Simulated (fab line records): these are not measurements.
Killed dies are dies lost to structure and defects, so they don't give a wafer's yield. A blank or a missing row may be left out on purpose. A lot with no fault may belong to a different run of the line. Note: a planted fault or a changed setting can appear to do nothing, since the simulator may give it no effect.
The tool behind it: which one? / flow sky130 / 42 wafers from 14 lots sampled at 3 of the route's 708 steps

## WHAT THE GAUGES READ, wafer by wafer
SKY_NWELL_OVL_MEAS_23. Usual: NWELL_01_OVL typically reads -0.8 nm, with standard deviation 1.5.
lot=L793; measured=day 5 09:31; on=overlay-02; NWELL_01_OVL (nm)=1.3 0.5 1.2; flag=
lot=L794; measured=day 5 15:34; on=overlay-01; NWELL_01_OVL (nm)=-1.1 -1.4 -1.9; flag=
lot=L795; measured=day 5 20:55; on=overlay-02; NWELL_01_OVL (nm)=0.1 1.0 -0.2; flag=
lot=L796; measured=day 6 02:29; on=overlay-01; NWELL_01_OVL (nm)=1.2 -2.3 -0.2; flag=
lot=L798; measured=day 6 13:01; on=overlay-01; NWELL_01_OVL (nm)=-1.0 -2.3 -0.7; flag=
lot=L799; measured=day 6 21:41; on=overlay-02; NWELL_01_OVL (nm)=-4.3 -3.4 -3.5; flag=
lot=L801; measured=day 7 08:07; on=overlay-01; NWELL_01_OVL (nm)=-0.9 -0.5 -0.4; flag=
lot=L804; measured=day 8 02:11; on=overlay-01; NWELL_01_OVL (nm)=-2.1 -1.0 0.1; flag=
lot=L806; measured=day 8 16:01; on=overlay-01; NWELL_01_OVL (nm)=- - -; flag=OFF
lot=L807; measured=day 8 20:16; on=overlay-01; NWELL_01_OVL (nm)=- - -; flag=OFF
lot=L813; measured=day 10 14:16; on=overlay-02; NWELL_01_OVL (nm)=-3.3 -3.5 -3.8; flag=
lot=L814; measured=day 10 17:46; on=overlay-01; NWELL_01_OVL (nm)=0.6 0.0 -1.4; flag=
lot=L815; measured=day 11 00:19; on=overlay-02; NWELL_01_OVL (nm)=-0.2 0.7 -1.5; flag=
lot=L816; measured=day 11 05:37; on=overlay-01; NWELL_01_OVL (nm)=0.1 -2.3 0.2; flag=

SKY_LOCAL_INTERCONNECT_RS_MEAS_01: measures by four-point-probe. Usual: LOCAL_INTERCONNECT_TIN_RS typically reads 14.24 ohm/sq, with standard deviation 0.17.
lot=L793; measured=day 29 15:36; on=film_metro-02; LOCAL_INTERCONNECT_TIN_RS (ohm/sq)=13.98 14.36 14.16; flag=
lot=L794; measured=day 29 16:53; on=film_metro-04; LOCAL_INTERCONNECT_TIN_RS (ohm/sq)=14.27 14.20 14.30; flag=
lot=L795; measured=day 30 06:19; on=film_metro-02; LOCAL_INTERCONNECT_TIN_RS (ohm/sq)=14.49 14.35 14.48; flag=
lot=L796; measured=day 30 10:09; on=film_metro-01; LOCAL_INTERCONNECT_TIN_RS (ohm/sq)=14.14 14.44 14.16; flag=
lot=L798; measured=day 31 04:45; on=film_metro-04; LOCAL_INTERCONNECT_TIN_RS (ohm/sq)=14.15 14.24 14.16; flag=
lot=L799; measured=day 31 22:12; on=film_metro-01; LOCAL_INTERCONNECT_TIN_RS (ohm/sq)=14.22 14.16 14.08; flag=
lot=L801; measured=day 32 05:10; on=film_metro-02; LOCAL_INTERCONNECT_TIN_RS (ohm/sq)=14.32 14.28 14.43; flag=
lot=L804; measured=day 33 06:50; on=film_metro-04; LOCAL_INTERCONNECT_TIN_RS (ohm/sq)=14.36 14.31 14.33; flag=
lot=L807; measured=day 34 04:09; on=film_metro-02; LOCAL_INTERCONNECT_TIN_RS (ohm/sq)=14.38 14.31 14.46; flag=
lot=L813; measured=day 36 01:19; on=film_metro-04; LOCAL_INTERCONNECT_TIN_RS (ohm/sq)=14.28 14.18 14.15; flag=
lot=L814; measured=day 36 11:22; on=film_metro-04; LOCAL_INTERCONNECT_TIN_RS (ohm/sq)=14.43 14.15 14.00; flag=
lot=L815; measured=day 36 19:15; on=film_metro-02; LOCAL_INTERCONNECT_TIN_RS (ohm/sq)=14.12 14.07 14.12; flag=
lot=L816; measured=day 36 22:59; on=film_metro-02; LOCAL_INTERCONNECT_TIN_RS (ohm/sq)=14.04 14.22 13.80; flag=

## TOOL THAT RAN EACH LOT (tool first, then ch and the chambers of the sampled wafers, then the start)
lot=L793; SKY_NWELL_COAT_18=litho_track-02 ch 0, day 5 00:34
lot=L794; SKY_NWELL_COAT_18=litho_track-01 ch 0, day 5 05:32
lot=L795; SKY_NWELL_COAT_18=litho_track-02 ch 0, day 5 11:20
lot=L796; SKY_NWELL_COAT_18=litho_track-03 ch 0, day 5 17:37
lot=L798; SKY_NWELL_COAT_18=litho_track-01 ch 0, day 6 02:46
lot=L799; SKY_NWELL_COAT_18=litho_track-02 ch 0, day 6 12:22
lot=L801; SKY_NWELL_COAT_18=litho_track-01 ch 0, day 6 21:50
lot=L804; SKY_NWELL_COAT_18=litho_track-01 ch 0, day 7 15:49
lot=L806; SKY_NWELL_COAT_18=litho_track-03, day 8 05:43
lot=L807; SKY_NWELL_COAT_18=litho_track-02, day 8 10:16
lot=L813; SKY_NWELL_COAT_18=litho_track-02 ch 0, day 10 02:34
lot=L814; SKY_NWELL_COAT_18=litho_track-03 ch 0, day 10 06:20
lot=L815; SKY_NWELL_COAT_18=litho_track-03 ch 0, day 10 12:16
lot=L816; SKY_NWELL_COAT_18=litho_track-01 ch 0, day 10 17:34
- SKY_NWELL_COAT_18: resist thk 2985 nm.

## WHAT THE TOOLS THEMSELVES READ (means of the sampled wafers that have a number; where no wafer has one, the mark that the record gives instead)
SKY_NWELL_COAT_18. Usual: chill_plate_temp_C 23.04 C, standard deviation 0.1; dispense_pressure_kPa 52.9 kPa, standard deviation 1.9.
lot=L793; tool=litho_track-02; chill_plate_temp_C (C)=23.10; dispense_pressure_kPa (kPa)=54.6; flag=
lot=L794; tool=litho_track-01; chill_plate_temp_C (C)=23.00; dispense_pressure_kPa (kPa)=50.2; flag=
lot=L795; tool=litho_track-02; chill_plate_temp_C (C)=23.02; dispense_pressure_kPa (kPa)=54.6; flag=
lot=L796; tool=litho_track-03; chill_plate_temp_C (C)=23.01; dispense_pressure_kPa (kPa)=53.9; flag=
lot=L798; tool=litho_track-01; chill_plate_temp_C (C)=23.12; dispense_pressure_kPa (kPa)=50.2; flag=
lot=L799; tool=litho_track-02; chill_plate_temp_C (C)=22.94; dispense_pressure_kPa (kPa)=54.6; flag=
lot=L801; tool=litho_track-01; chill_plate_temp_C (C)=23.08; dispense_pressure_kPa (kPa)=50.2; flag=
lot=L804; tool=litho_track-01; chill_plate_temp_C (C)=22.92; dispense_pressure_kPa (kPa)=50.2; flag=
lot=L806; tool=litho_track-03; chill_plate_temp_C (C)=-; dispense_pressure_kPa (kPa)=-; flag=OFF
lot=L807; tool=litho_track-02; chill_plate_temp_C (C)=-; dispense_pressure_kPa (kPa)=-; flag=OFF
lot=L813; tool=litho_track-02; chill_plate_temp_C (C)=22.95; dispense_pressure_kPa (kPa)=54.6; flag=
lot=L814; tool=litho_track-03; chill_plate_temp_C (C)=23.05; dispense_pressure_kPa (kPa)=53.9; flag=
lot=L815; tool=litho_track-03; chill_plate_temp_C (C)=23.10; dispense_pressure_kPa (kPa)=53.9; flag=
lot=L816; tool=litho_track-01; chill_plate_temp_C (C)=23.01; dispense_pressure_kPa (kPa)=50.2; flag=

## THE ANSWER, worked out from the rows above alone
Rule: take the mean of a lot's wafers that have a number; if it is more than 3 standard deviations from the usual mean, the lot is off. Also off: a lot with no number at a reading for which 4 or more lots have one. The other lots that the step has rows for count as sound. The gauges are gone through in route order, then the tools' own readings, and for those a lot's mean is taken as printed above. At the first step where some lot is off, the reading lying furthest off is the one used; lots without a number count as furthest.
Off: L806, L807, seen at SKY_NWELL_OVL_MEAS_23 (NWELL_01_OVL). Without a number there: L806, L807.
If a tool, at a process step before that reading, ran all the lots that are off and no sound lot after the first of them, it fits. Not tried: the gauges at SKY_NWELL_OVL_MEAS_23; whatever is off there is also off at SKY_NWELL_COAT_18, on other tools, and gauge error can't account for it. None of those tried fits.

## WHAT THE SIMULATOR HAD INSERTED
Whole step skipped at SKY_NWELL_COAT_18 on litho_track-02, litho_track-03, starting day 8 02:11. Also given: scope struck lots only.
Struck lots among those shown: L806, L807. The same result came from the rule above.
